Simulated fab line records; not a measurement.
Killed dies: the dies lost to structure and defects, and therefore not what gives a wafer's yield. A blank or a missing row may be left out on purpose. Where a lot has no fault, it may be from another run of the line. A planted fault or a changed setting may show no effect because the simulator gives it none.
Chamber matching | flow sky130 | cmp-02 running SKY_CONTACT_CMP_04: 4 sister chambers
The step polishes SiO2. 4 wafers are shown with their chamber, then 7 later ones without.

## WAFERS WITH THEIR CHAMBER
wafer  | chamber | motor_current_A (A)
L770.4 | 3       | 11.8
L769.5 | 2       | 10.6
L772.1 | 0       | 13.2
L772.3 | 1       | 13.3

## WAFERS WHOSE CHAMBER IS MISSING
wafer  | motor_current_A (A)
L772.6 | 10.4
L773.1 | 10.2
L773.2 | 13.5
L773.6 | 12.6
L771.2 | 13.5
L771.3 | 11.8
L771.4 | 13.3

## WHICH CHAMBER EACH ONE RAN IN
wafer  | from the rows above          | in truth
L772.6 | 2                            | 2
L773.1 | 2                            | 2
L773.2 | can't be placed: 1 or 0      | 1
L773.6 | can't be placed: 0 or 1 or 3 | 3
L771.2 | can't be placed: 1 or 0      | 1
L771.3 | 3                            | 3
L771.4 | can't be placed: 1 or 0      | 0
Placed correctly: 3 of 7. Can't be placed from these rows: 4 (the true chamber is among the candidates in 4). Number placed wrongly: 0.
How it was worked out, from the rows above alone: a wafer's distance from a chamber is the root of the sum, over the readings, of the square of ((its reading less the chamber's mean) divided by the reading's scatter). If the next closest chamber is less than 2 further off than the closest, the wafer can't be placed; otherwise it belongs to the closest. A chamber's mean is the mean of its shown wafers. The scatter: root of mean squared gap, hidden wafer to nearest shown wafer, with one shown wafer a chamber.
